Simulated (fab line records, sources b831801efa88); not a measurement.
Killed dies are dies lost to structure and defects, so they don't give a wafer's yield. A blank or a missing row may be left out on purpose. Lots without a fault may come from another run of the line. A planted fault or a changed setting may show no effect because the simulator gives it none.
fab line records | flow sky130
record lots=5 wafers=23
route steps=708 shown LOCAL_INTERCONNECT@397 CONTACT@433 VIA1@458 METAL2@485 VIA2@514
start_h: hours from the record's first day to the start of the lot's first wafer shown | wait_h: hours since the lot's step before | " the same as in the row above | L1.1+2: a row that stands for several wafers | - no value, or no start given | * or withheld: withheld | < > ~ a bound
route shown NAME@n: a module of which the file shows steps, and the number in the route of the first | usual: mean/standard deviation of fault-free wafers | same: alike in all rows | chamber/n: place in a boat | sites: the reading at each site | _std_site: their standard deviation | _edge_site: outer sites' mean less inner sites' | radius_mm: how far each site lies from the wafer's centre | mask NAME#n: copy n | behind: the tool/chamber that last shaped the wafer | hold: why the lot was held/for how many hours/how that ended | device: the transistor (n, p or np) that didn't switch | end of line: the same wafers' tests at the end of the route | a step without rows: its recipe alone | killed: dies lost to structure and defects at the first sort, not the wafer's yield | map: a wafer's dies, x killed, . not, _ none there
set.NAME: the setting as run; set.NAME@STEP: as run at that earlier step | model.NAME: the simulator's own value behind a step, which no gauge read
lots whose settings were changed on purpose; a table a step, a row a wafer
## steps
# step SKY_LOCAL_INTERCONNECT_DEVELOP_10
# recipe develop_time_s=60 resist=KrF-thick dev_temp_c=21
# columns lot.wafer tool chamber start_h wait_h set.develop_time_s
L076.2+5+6 litho_track-01 0 - - 51.22
L076.3+4 " 0 " " 60
L075.1+3+5 litho_track-04 0 - - 60
L075.2+6 " 0 " " 52.62
L079.3+5+6 litho_track-03 0 - - 60
L082.1+2+3+4+5 litho_track-04 0 - - 60
L084.1+6 litho_track-01 0 - - 60
L084.2+4+5 " 0 " " 64.37
# step SKY_LOCAL_INTERCONNECT_CD_MEAS_11
# recipe target_cd_nm=170
# usual cd_nm=169.3/1.3
# columns lot.wafer tool chamber start_h wait_h set.dose_mj@LOCAL_INTERCONNECT_EXPOSE_08 cd_nm
L076.2 cd_sem-02 - 742.15 - 28 171.9
L076.3 " - " " 26.06 182.3
L076.4 " - " " 28 170.7
L076.5 " - " " 26.06 185.3
L076.6 " - " " 28 172.6
L075.1 cd_sem-02 - 743.53 - 28 166.9
L075.2 " - " " 28 171.7
L075.3 " - " " 28 168.2
L075.5 " - " " 28 169.0
L075.6 " - " " 28 170.5
L079.3 cd_sem-02 - 745.93 - 28 169.8
L079.5 " - " " 28 168.8
L079.6 " - " " 28 170.2
L082.1 cd_sem-01 - 763.88 - 28 168.9
L082.2 " - " " 28 168.8
L082.3 " - " " 28.81 164.0
L082.4 " - " " 28.81 163.0
L082.5 " - " " 28.81 164.7
L084.1 cd_sem-01 - 771.68 - 29.78 156.6
L084.2 " - " " 29.78 155.3
L084.4 " - " " 28 168.5
L084.5 " - " " 29.78 155.6
L084.6 " - " " 28 169.3
# step SKY_LOCAL_INTERCONNECT_ETCH_13
# recipe chemistry=N2/H2 target=BARC ion_energy_ev=200 bias_w=100 pressure_mtorr=30 n2_flow_sccm=100 h2_flow_sccm=200 icp_w=500 stop_on=SiO2 time_s=45.9 target_depth_a=600
# columns lot.wafer tool chamber start_h wait_h set.dose_mj@LOCAL_INTERCONNECT_EXPOSE_08 model.LOCAL_INTERCONNECT.cd_nm
L076.2 rie_metal-04 1 742.30 0.0 28 172.9
L076.3 " 1 " " 26.06 183.6
L076.4 " 1 " " 28 171.7
L076.5 " 1 " " 26.06 186.2
L076.6 " 1 " " 28 173.9
L075.1 rie_metal-02 1 743.68 0.0 28 165.9
L075.2 " 0 " " 28 171.6
L075.3 " 1 " " 28 166.9
L075.5 " 0 " " 28 168.8
L075.6 " 1 " " 28 169.6
L079.3 rie_metal-04 1 746.08 0.1 28 170.2
L079.5 " 1 " " 28 168.9
L079.6 " 1 " " 28 170.6
L082.1 rie_metal-04 1 764.03 0.0 28 169.6
L082.2 " 0 " " 28 167.1
L082.3 " 1 " " 28.81 164.6
L082.4 " 0 " " 28.81 161.5
L082.5 " 1 " " 28.81 165.1
L084.1 rie_metal-04 0 771.83 0.0 29.78 155
L084.2 " 1 " " 29.78 155.8
L084.4 " 0 " " 28 167.1
L084.5 " 0 " " 29.78 153.9
L084.6 " 1 " " 28 169.5
# step SKY_CONTACT_CMP_27
# recipe stop_on=SiO2 t_overpolish_s=15 down_force_psi=3.5 platen_rpm=60 target_thk_nm=0 pad_velocity_m_s=0.94248
# usual overpolish_run_s=15.001/0.0088
# columns lot.wafer tool chamber start_h wait_h set.t_overpolish_s overpolish_run_s
L076.2 cmp-02 3 772.22 0.0 15 14.994
L076.4 " 0 " " 10.81 10.818
L076.3 " 1 " " 15 14.989
L076.5 " 3 " " 15 14.999
L076.6 " 0 " " 10.81 10.791
L075.2 cmp-02 3 773.61 0.1 15 15.010
L075.3 " 0 " " 15 15.003
L075.1 " 1 " " 15 14.995
L075.5 " 2 " " 15 14.996
L075.6 " 3 " " 15 15.025
L079.3 cmp-01 3 776.30 0.0 15 14.999
L079.6 " 3 " " 15 15.010
L079.5 " 0 " " 15 15.003
L082.1 cmp-01 1 793.82 0.1 15 14.988
L082.4 " 2 " " 11.1 11.101
L082.3 " 3 " " 15 15.005
L082.2 " 0 " " 11.1 11.109
L082.5 " 2 " " 11.1 11.087
L084.4 cmp-01 0 801.09 0.0 15 14.999
L084.2 " 2 " " 15 15.006
L084.1 " 3 " " 17.1 17.101
L084.5 " 0 " " 17.1 17.107
L084.6 " 1 " " 17.1 17.118
# step SKY_VIA1_HDPCVD_00
# recipe material=SiO2 target_thk_nm=1030 sigma_open_frac=0.3 time_s=171.7 temp_c=400 sih4_flow_sccm=60 pressure_mtorr=6
# columns lot.wafer tool chamber start_h wait_h set.sih4_flow_sccm model.SiO2_of_VIA1_HDPCVD_00.thk_nm
L076.2 hdpcvd-02 1 800.44 0.0 60 1033
L076.3+6 " 2,0 " " 54.06 -
L076.4 " 1 " " 60 -
L076.5 " 2 " " 54.06 926.7
L075.1 hdpcvd-02 2 801.22 0.0 54.21 -
L075.2+6 " 0,2 " " 60 -
L075.3 " 1 " " 60 1020
L075.5 " 0 " " 54.21 908.7
L079.3 hdpcvd-02 0 804.41 0.0 60 1007
L079.5 " 2 " " 60 1028
L079.6 " 1 " " 60 1015
L082.1 hdpcvd-02 2 821.56 0.0 60 1029
L082.2 " 1 " " 60 1028
L082.3 " 0 " " 60 1024
L082.4 " 1 " " 60 1015
L082.5 " 2 " " 60 1027
L084.1+2 hdpcvd-01 2,0 828.02 0.0 65.23 -
L084.4 " 0 " " 65.23 1103
L084.5 " 2 " " 60 1019
L084.6 " 1 " " 60 -
# step SKY_VIA1_THK_MEAS_01
# recipe reads=SiO2_of_VIA1_HDPCVD_00
# usual VIA1_HDPCVD_THK=1024/12
# columns lot.wafer tool chamber start_h wait_h set.sih4_flow_sccm@VIA1_HDPCVD_00 VIA1_HDPCVD_THK[nm]
L076.2 film_metro-03 - 800.56 0.1 60 1033
L076.3 " - " " 54.06 925
L076.4 " - " " 60 1019
L076.5 " - " " 54.06 926
L076.6 " - " " 54.06 914
L075.1 film_metro-02 - 801.34 0.1 54.21 927
L075.2 " - " " 60 1004
L075.3 " - " " 60 1019
L075.5 " - " " 54.21 908
L075.6 " - " " 60 1017
L079.3 film_metro-02 - 804.55 0.1 60 1007
L079.5 " - " " 60 1027
L079.6 " - " " 60 1016
L082.1 film_metro-02 - 821.67 0.1 60 1028
L082.2 " - " " 60 1028
L082.3 " - " " 60 1023
L082.4 " - " " 60 1015
L082.5 " - " " 60 1027
L084.1 film_metro-02 - 828.14 0.1 65.23 1096
L084.2 " - " " 65.23 1107
L084.4 " - " " 65.23 1104
L084.5 " - " " 60 1019
L084.6 " - " " 60 1039
# step SKY_METAL2_SPUTTER_02
# recipe material=AlCu target_thk_nm=250 power_w=10600 time_s=13.3 chamber_pressure_pa=0.4
# columns lot.wafer tool chamber start_h wait_h set.time_s model.AlCu_of_METAL2_SPUTTER_02.thk_nm
L076.2 pvd_sputter-02 - 827.89 0.0 13.3 245.3
L076.3 " - " " 14.48 269.1
L076.4 " - " " 14.48 267.2
L076.5 " - " " 13.3 246.3
L076.6 " - " " 14.48 270.4
L075.1 pvd_sputter-01 - 829.15 0.0 11.88 227.6
L075.2 " - " " 11.88 227.5
L075.3 " - " " 13.3 251.5
L075.5 " - " " 13.3 254.5
L075.6 " - " " 11.88 224.7
L079.3 pvd_sputter-04 - 832.35 0.0 13.3 250.9
L079.5 " - " " 13.3 250.1
L079.6 " - " " 13.3 252.2
L082.1 pvd_sputter-04 - 850.28 0.0 13.3 251
L082.2 " - " " 13.3 244
L082.3 " - " " 13.3 251.3
L082.4 " - " " 13.3 250.1
L082.5 " - " " 13.3 243.7
L084.1 pvd_sputter-01 - 856.00 0.0 12.13 228.7
L084.2 " - " " 12.13 232.1
L084.4 " - " " 13.3 252.6
L084.5 " - " " 13.3 252.7
L084.6 " - " " 12.13 228.4
# step SKY_METAL2_SPUTTER_03
# recipe material=Ti target_thk_nm=5 power_w=3000 time_s=3.3 chamber_pressure_pa=0.4
# step SKY_METAL2_SPUTTER_04
# recipe material=TiN target_thk_nm=70 power_w=6712 time_s=58.3 chamber_pressure_pa=0.4
# step SKY_METAL2_RS_MEAS_05
# recipe thk_meas_gauge=four-point-probe reads=TiN_of_METAL2_SPUTTER_04+Ti_of_METAL2_SPUTTER_03+AlCu_of_METAL2_SPUTTER_02+TiN_of_METAL2_SPUTTER_01+Ti_of_METAL2_SPUTTER_00
# usual METAL2_ALCU_RS=0.1267/0.0018
# columns lot.wafer tool chamber start_h wait_h set.time_s@METAL2_SPUTTER_02 METAL2_ALCU_RS[ohm/sq]
L076.2 film_metro-03 - 828.00 0.0 13.3 0.1290
L076.3 " - " " 14.48 0.1172
L076.4 " - " " 14.48 0.1184
L076.5 " - " " 13.3 0.1286
L076.6 " - " " 14.48 0.1167
L075.1 film_metro-03 - 829.24 0.0 11.88 0.1393
L075.2 " - " " 11.88 0.1397
L075.3 " - " " 13.3 0.1259
L075.5 " - " " 13.3 0.1242
L075.6 " - " " 11.88 0.1415
L079.3 film_metro-04 - 832.48 0.1 13.3 0.1264
L079.5 " - " " 13.3 0.1266
L079.6 " - " " 13.3 0.1256
L082.1 film_metro-03 - 850.37 0.0 13.3 0.1260
L082.2 " - " " 13.3 0.1300
L082.3 " - " " 13.3 0.1259
L082.4 " - " " 13.3 0.1267
L082.5 " - " " 13.3 0.1300
L084.1 film_metro-01 - 856.09 0.0 12.13 0.1389
L084.2 " - " " 12.13 0.1369
L084.4 " - " " 13.3 0.1254
L084.5 " - " " 13.3 0.1251
L084.6 " - " " 12.13 0.1389
# step SKY_METAL2_THK_MEAS_06
# recipe thk_meas_gauge=xrf reads=AlCu_of_METAL2_SPUTTER_02
# usual METAL2_ALCU_THK=248/4.6
# columns lot.wafer tool chamber start_h wait_h set.time_s@METAL2_SPUTTER_02 METAL2_ALCU_THK[nm]
L076.2 film_metro-03 - 828.11 0.1 13.3 241
L076.3 " - " " 14.48 265
L076.4 " - " " 14.48 263
L076.5 " - " " 13.3 242
L076.6 " - " " 14.48 267
L075.1 film_metro-03 - 829.36 0.1 11.88 224
L075.2 " - " " 11.88 222
L075.3 " - " " 13.3 246
L075.5 " - " " 13.3 250
L075.6 " - " " 11.88 222
L079.3 film_metro-04 - 832.58 0.1 13.3 249
L079.5 " - " " 13.3 246
L079.6 " - " " 13.3 248
L082.1 film_metro-03 - 850.49 0.1 13.3 249
L082.2 " - " " 13.3 243
L082.3 " - " " 13.3 250
L082.4 " - " " 13.3 247
L082.5 " - " " 13.3 240
L084.1 film_metro-01 - 856.21 0.1 12.13 231
L084.2 " - " " 12.13 233
L084.4 " - " " 13.3 255
L084.5 " - " " 13.3 255
L084.6 " - " " 12.13 231
# step SKY_METAL2_ETCH_18
# recipe chemistry=N2/H2 target=BARC ion_energy_ev=200 bias_w=100 pressure_mtorr=30 n2_flow_sccm=100 h2_flow_sccm=200 icp_w=500 stop_on=SiO2 time_s=45.9 target_depth_a=600
# columns lot.wafer tool chamber start_h wait_h set.time_s model.KrF-thick_of_METAL2_COAT_10.thk_nm
L076.2 rie_metal-01 1 854.26 0.0 45.9 390.8
L076.3+4+6 " 0,1,0 " " 45.9 -
L076.5 " 1 " " 45.9 391.8
L075.1+2 rie_metal-02 1,0 855.47 0.0 51.48 -
L075.3 " 1 " " 45.9 392.4
L075.5 " 1 " " 51.48 385.8
L075.6 " 0 " " 45.9 -
L079.3 rie_metal-02 1 859.29 0.0 45.9 392.5
L079.5 " 0 " " 45.9 392.3
L079.6 " 1 " " 45.9 392.7
L082.1 rie_metal-02 0 877.67 0.0 45.9 391.6
L082.2 " 1 " " 45.9 393.2
L082.3 " 0 " " 45.9 392.5
L082.4 " 1 " " 45.9 393.5
L082.5 " 1 " " 45.9 394.2
L084.1+2 rie_metal-02 1,0 882.92 0.0 41.84 -
L084.4 " 0 " " 45.9 394.8
L084.5 " 1 " " 41.84 398.7
L084.6 " 0 " " 45.9 -
# step SKY_VIA2_COAT_07
# recipe resist=KrF-thick spin_rpm=3000 resist_thk_nm=450
# columns lot.wafer tool chamber start_h wait_h set.spin_rpm model.KrF-thick_of_VIA2_COAT_07.thk_nm
L076.2 litho_track-01 0 - - 2790 466.6
L076.3 " 0 " " 2790 466.3
L076.4 " 0 " " 3000 450.5
L076.5 " 0 " " 3000 451.5
L076.6 " 0 " " 2790 466.4
L075.1 litho_track-02 0 - - 3000 448.8
L075.2 " 0 " " 3090 443.4
L075.3 " 0 " " 3090 442.6
L075.5 " 0 " " 3000 450.2
L075.6 " 0 " " 3000 448.3
L079.3 litho_track-03 0 - - 3000 450.1
L079.5 " 0 " " 3000 450.6
L079.6 " 0 " " 3000 449.2
L082.1 litho_track-03 0 - - 2887 461.8
L082.2 " 0 " " 2887 460.5
L082.3 " 0 " " 2887 459.2
L082.4 " 0 " " 3000 452.6
L082.5 " 0 " " 3000 451.4
L084.1 litho_track-01 0 - - 3000 449.9
L084.2 " 0 " " 3000 449.7
L084.4 " 0 " " 3000 451
L084.5 " 0 " " 3000 449.2
L084.6 " 0 " " 3000 449.3
# step SKY_VIA2_DEVELOP_11
# recipe develop_time_s=60 resist=KrF-thick dev_temp_c=21
# columns lot.wafer tool chamber start_h wait_h set.develop_time_s
L076.2+3+4 litho_track-03 0 - - 60
L076.5+6 " 0 " " 66.46
L075.1+5 litho_track-02 0 - - 53.94
L075.2+3+6 " 0 " " 60
L079.3+5+6 litho_track-03 0 - - 60
L082.1+3 litho_track-03 0 - - 60
L082.2+4+5 " 0 " " 65.61
L084.1+2+4+5+6 litho_track-01 0 - - 60
# step SKY_VIA2_ETCH_14
# recipe chemistry=N2/H2 target=BARC ion_energy_ev=200 source_w=500 bias_w=100 pressure_mtorr=30 n2_flow_sccm=100 h2_flow_sccm=200 stop_on=SiO2 time_s=45.9 target_depth_a=600
# columns lot.wafer tool chamber start_h wait_h set.spin_rpm@VIA2_COAT_07 model.KrF-thick_of_VIA2_COAT_07.thk_nm
L076.2 rie_diel-04 3 882.54 0.0 2790 409.9
L076.3 " 1 " " 2790 409.8
L076.4 " 0 " " 3000 392.2
L076.5 " 0 " " 3000 393
L076.6 " 1 " " 2790 409.7
L075.1 rie_diel-02 0 883.07 0.0 3000 391.9
L075.2 " 2 " " 3090 385.8
L075.3 " 1 " " 3090 384.9
L075.5 " 1 " " 3000 392.5
L075.6 " 2 " " 3000 390.6
L079.3 rie_diel-01 3 887.09 0.0 3000 391.5
L079.5 " 3 " " 3000 391.6
L079.6 " 0 " " 3000 391.9
L082.1 rie_diel-02 3 903.74 0.0 2887 402.1
L082.2 " 2 " " 2887 403.4
L082.3 " 0 " " 2887 402.6
L082.4 " 1 " " 3000 395.4
L082.5 " 1 " " 3000 394.3
L084.1 rie_diel-02 0 908.84 0.0 3000 392.9
L084.2 " 1 " " 3000 392
L084.4 " 3 " " 3000 391.1
L084.5 " 3 " " 3000 389.3
L084.6 " 2 " " 3000 391.9
# step SKY_VIA2_ETCH_15
# recipe target=SiO2 chemistry=C4F8/O2/Ar target_depth_nm=546 stop_on=TiN mask_material=KrF-thick source_w=1500 bias_w=1200 pressure_mtorr=40 c4f8_flow_sccm=withheld O2_flow_sccm=6 Ar_flow_sccm=300 time_s=84
# columns lot.wafer tool chamber start_h wait_h set.spin_rpm@VIA2_COAT_07 model.KrF-thick_of_VIA2_COAT_07.thk_nm
L076.2 rie_diel-04 3 882.58 0.0 2790 303.4
L076.3 " 1 " " 2790 303.9
L076.4 " 0 " " 3000 281.7
L076.5 " 0 " " 3000 281.6
L076.6 " 1 " " 2790 303.6
L075.1 rie_diel-02 0 883.11 0.0 3000 283.6
L075.2 " 2 " " 3090 277.2
L075.3 " 1 " " 3090 274.4
L075.5 " 1 " " 3000 281.9
L075.6 " 2 " " 3000 281.4
L079.3 rie_diel-01 3 887.13 0.0 3000 279.9
L079.5 " 3 " " 3000 280.6
L079.6 " 0 " " 3000 283.7
L082.1 rie_diel-02 3 903.78 0.0 2887 285.2
L082.2 " 2 " " 2887 292.7
L082.3 " 0 " " 2887 295.6
L082.4 " 1 " " 3000 284.8
L082.5 " 1 " " 3000 283.5
L084.1 rie_diel-02 0 908.88 0.0 3000 285.4
L084.2 " 1 " " 3000 283.1
L084.4 " 3 " " 3000 275.4
L084.5 " 3 " " 3000 273.2
L084.6 " 2 " " 3000 283.4
# step SKY_VIA2_STRIP_16
# recipe chemistry=O2/N2 power_w=1400 pressure_mtorr=1500 platen_temp_c=withheld o2_flow_sccm=3000 n2_flow_sccm=300 overash_fraction=0.5
# usual strip_time_to_endpoint_s=4.04/0.039
# columns lot.wafer tool chamber start_h wait_h set.spin_rpm@VIA2_COAT_07 strip_time_to_endpoint_s
L076.2 plasma_asher-03 0 882.65 0.0 2790 4.25
L076.3 " 1 " " 2790 4.26
L076.4 " 0 " " 3000 4.02
L076.5 " 0 " " 3000 4.05
L076.6 " 1 " " 2790 4.26
L075.1 plasma_asher-04 0 883.17 0.0 3000 4.05
L075.2 " 1 " " 3090 3.98
L075.3 " 1 " " 3090 3.95
L075.5 " 1 " " 3000 4.02
L075.6 " 0 " " 3000 4.03
L079.3 plasma_asher-03 0 887.23 0.1 3000 4.04
L079.5 " 0 " " 3000 4.02
L079.6 " 1 " " 3000 4.05
L082.1 plasma_asher-03 1 903.85 0.0 2887 4.06
L082.2 " 0 " " 2887 4.14
L082.3 " 1 " " 2887 4.18
L082.4 " 0 " " 3000 4.04
L082.5 " 1 " " 3000 4.05
L084.1 plasma_asher-03 1 908.94 0.0 3000 4.06
L084.2 " 0 " " 3000 4.03
L084.4 " 0 " " 3000 3.96
L084.5 " 1 " " 3000 3.93
L084.6 " 0 " " 3000 4.05
# step SKY_VIA2_CVD_21
# recipe material=W target_thk_nm=420 time_s=126.4 temp_c=400 pressure_torr=40
# columns lot.wafer tool chamber start_h wait_h set.temp_c model.W_of_VIA2_CVD_21.thk_nm
L076.2 cvd_w-02 1 883.30 0.0 400 420.1
L076.3 " 0 " " 400 425.7
L076.4 " 1 " " 404.9 457.6
L076.5 " 0 " " 404.9 461.4
L076.6 " 1 " " 404.9 457.4
L075.1 cvd_w-01 1 883.82 0.0 393.1 369.9
L075.2 " 0 " " 393.1 361.9
L075.3 " 0 " " 393.1 361.1
L075.5 " 0 " " 400 409.4
L075.6 " 1 " " 400 420.6
L079.3 cvd_w-01 1 887.93 0.1 400 415.5
L079.5 " 0 " " 400 411.9
L079.6 " 1 " " 400 416.1
L082.1+4 cvd_w-02 0 904.61 0.1 400 423
L082.2 " 1 " " 400 418.2
L082.3 " 1 " " 400 421.5
L082.5 " 0 " " 400 421.1
L084.1 cvd_w-02 0 910.03 0.0 396.8 398.3
L084.2 " 1 " " 396.8 398.5
L084.4 " 1 " " 396.8 401.4
L084.5 " 1 " " 400 425.2
L084.6 " 0 " " 400 424.9
# step SKY_VIA2_RS_MEAS_22
# recipe thk_meas_gauge=four-point-probe reads=W_of_VIA2_CVD_21+TiN_of_VIA2_SPUTTER_20
# usual VIA2_W_RS=0.273/0.0045
# columns lot.wafer tool chamber start_h wait_h set.temp_c@VIA2_CVD_21 VIA2_W_RS[ohm/sq]
L076.2 film_metro-02 - 883.45 0.1 400 0.272
L076.3 " - " " 400 0.269
L076.4 " - " " 404.9 0.250
L076.5 " - " " 404.9 0.248
L076.6 " - " " 404.9 0.250
L075.1 film_metro-01 - 883.95 0.1 393.1 0.310
L075.2 " - " " 393.1 0.317
L075.3 " - " " 393.1 0.318
L075.5 " - " " 400 0.280
L075.6 " - " " 400 0.272
L079.3 film_metro-01 - 888.06 0.1 400 0.276
L079.5 " - " " 400 0.279
L079.6 " - " " 400 0.276
L082.1 film_metro-01 - 904.75 0.1 400 0.270
L082.2 " - " " 400 0.274
L082.3 " - " " 400 0.271
L082.4 " - " " 400 0.271
L082.5 " - " " 400 0.272
L084.1 film_metro-01 - 910.16 0.1 396.8 0.287
L084.2 " - " " 396.8 0.287
L084.4 " - " " 396.8 0.286
L084.5 " - " " 400 0.269
L084.6 " - " " 400 0.269
# step SKY_VIA2_THK_MEAS_23
# recipe thk_meas_gauge=xrf reads=W_of_VIA2_CVD_21
# usual VIA2_W_THK=418/9.5
# columns lot.wafer tool chamber start_h wait_h set.temp_c@VIA2_CVD_21 VIA2_W_THK[nm]
L076.2 film_metro-02 - 883.56 0.1 400 413
L076.3 " - " " 400 420
L076.4 " - " " 404.9 452
L076.5 " - " " 404.9 453
L076.6 " - " " 404.9 449
L075.1 film_metro-01 - 884.07 0.1 393.1 366
L075.2 " - " " 393.1 357
L075.3 " - " " 393.1 359
L075.5 " - " " 400 403
L075.6 " - " " 400 415
L079.3 film_metro-01 - 888.16 0.1 400 421
L079.5 " - " " 400 416
L079.6 " - " " 400 422
L082.1 film_metro-01 - 904.87 0.1 400 429
L082.2 " - " " 400 422
L082.3 " - " " 400 426
L082.4 " - " " 400 427
L082.5 " - " " 400 427
L084.1 film_metro-01 - 910.28 0.1 396.8 403
L084.2 " - " " 396.8 403
L084.4 " - " " 396.8 405
L084.5 " - " " 400 435
L084.6 " - " " 400 431
## key
split step=SKY_LOCAL_INTERCONNECT_DEVELOP_10 setting=develop_time_s stated=60 by=wafer
response none clear
split step=SKY_CONTACT_CMP_27 setting=t_overpolish_s stated=15 by=wafer
response step=SKY_CONTACT_CMP_27 reading=overpolish_run_s change=+0.15 per=1% r=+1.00
split step=SKY_VIA1_HDPCVD_00 setting=sih4_flow_sccm stated=60 by=wafer
response step=SKY_VIA1_HDPCVD_00 reading=model.SiO2_of_VIA1_HDPCVD_00.thk_nm change=+10.7 per=1% r=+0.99
response step=SKY_VIA1_THK_MEAS_01 reading=VIA1_HDPCVD_THK change=+9.71 per=1% r=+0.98
split step=SKY_METAL2_SPUTTER_02 setting=time_s stated=13.3 by=wafer
response step=SKY_METAL2_SPUTTER_02 reading=model.AlCu_of_METAL2_SPUTTER_02.thk_nm change=+2.55 per=1% r=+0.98
response step=SKY_METAL2_RS_MEAS_05 reading=METAL2_ALCU_RS change=-0.00139 per=1% r=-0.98
response step=SKY_METAL2_THK_MEAS_06 reading=METAL2_ALCU_THK change=+2.56 per=1% r=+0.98
split step=SKY_METAL2_ETCH_18 setting=time_s stated=45.9 by=wafer
response step=SKY_METAL2_ETCH_18 reading=model.KrF-thick_of_METAL2_COAT_10.thk_nm change=-0.509 per=1% r=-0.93
split step=SKY_VIA2_COAT_07 setting=spin_rpm stated=3000 by=wafer
response step=SKY_VIA2_COAT_07 reading=model.KrF-thick_of_VIA2_COAT_07.thk_nm change=-2.19 per=1% r=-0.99
response step=SKY_VIA2_ETCH_14 reading=model.KrF-thick_of_VIA2_COAT_07.thk_nm change=-2.34 per=1% r=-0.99
response step=SKY_VIA2_ETCH_15 reading=model.KrF-thick_of_VIA2_COAT_07.thk_nm change=-2.77 per=1% r=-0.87
response step=SKY_VIA2_STRIP_16 reading=strip_time_to_endpoint_s change=* per=1% r=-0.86
split step=SKY_VIA2_DEVELOP_11 setting=develop_time_s stated=60 by=wafer
response none clear
split step=SKY_VIA2_CVD_21 setting=temp_c stated=400 by=wafer
response step=SKY_VIA2_CVD_21 reading=model.W_of_VIA2_CVD_21.thk_nm change=+29.7 per=1% r=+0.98
response step=SKY_VIA2_RS_MEAS_22 reading=VIA2_W_RS change=-0.0208 per=1% r=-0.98
response step=SKY_VIA2_THK_MEAS_23 reading=VIA2_W_THK change=+29.1 per=1% r=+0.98
split outside_this_file step=SKY_LOCAL_INTERCONNECT_EXPOSE_08 setting=dose_mj
# split outside_this_file: this setting was split too, and the file shows its column; the key of that split is in another file
